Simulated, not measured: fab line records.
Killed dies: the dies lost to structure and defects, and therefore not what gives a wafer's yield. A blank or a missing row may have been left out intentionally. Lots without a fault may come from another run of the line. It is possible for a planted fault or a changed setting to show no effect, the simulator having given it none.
Chamber matching	flow gf180mcu	4 sister chambers for GF_CONTACT_ETCH_16 on rieDiel-02
The step etches BARC in N2/H2. 4 wafers are shown with their chamber, then 9 later ones without.

== EACH WAFER AND ITS CHAMBER ==
wafer	chamber	drypumpMotorCurrentA (A)
L083.3	2	5.5
L083.4	1	6.6
L085.2	3	6.4
L085.5	0	5.7

== WAFERS WITH NO CHAMBER GIVEN ==
wafer	drypumpMotorCurrentA (A)
L090.1	6.7
L090.2	5.7
L090.3	5.5
L094.2	5.7
L094.5	6.7
L094.6	5.7
L097.3	5.7
L097.4	5.7
L097.5	5.5

== THE CHAMBER EACH PASSED THROUGH ==
wafer	from the rows above	in truth
L090.1	1	1
L090.2	0	0
L090.3	2	2
L094.2	0	0
L094.5	1	1
L094.6	0	0
L097.3	0	0
L097.4	0	0
L097.5	2	2
9 of 9 placed correctly. From these rows, 0 cannot be placed. Placed wrongly: 0.
How it was worked out, from the rows above alone: a wafer's distance from a chamber is the root of the sum, over the readings, of the square of ((its reading less the chamber's mean) divided by the reading's scatter). The wafer belongs to the nearest chamber; if the next one is less than 2 further off, it can't be placed. For every chamber, the mean is computed from those of its wafers that are shown. The scatter: root of mean squared gap, hidden wafer to nearest shown wafer, with one shown wafer a chamber.
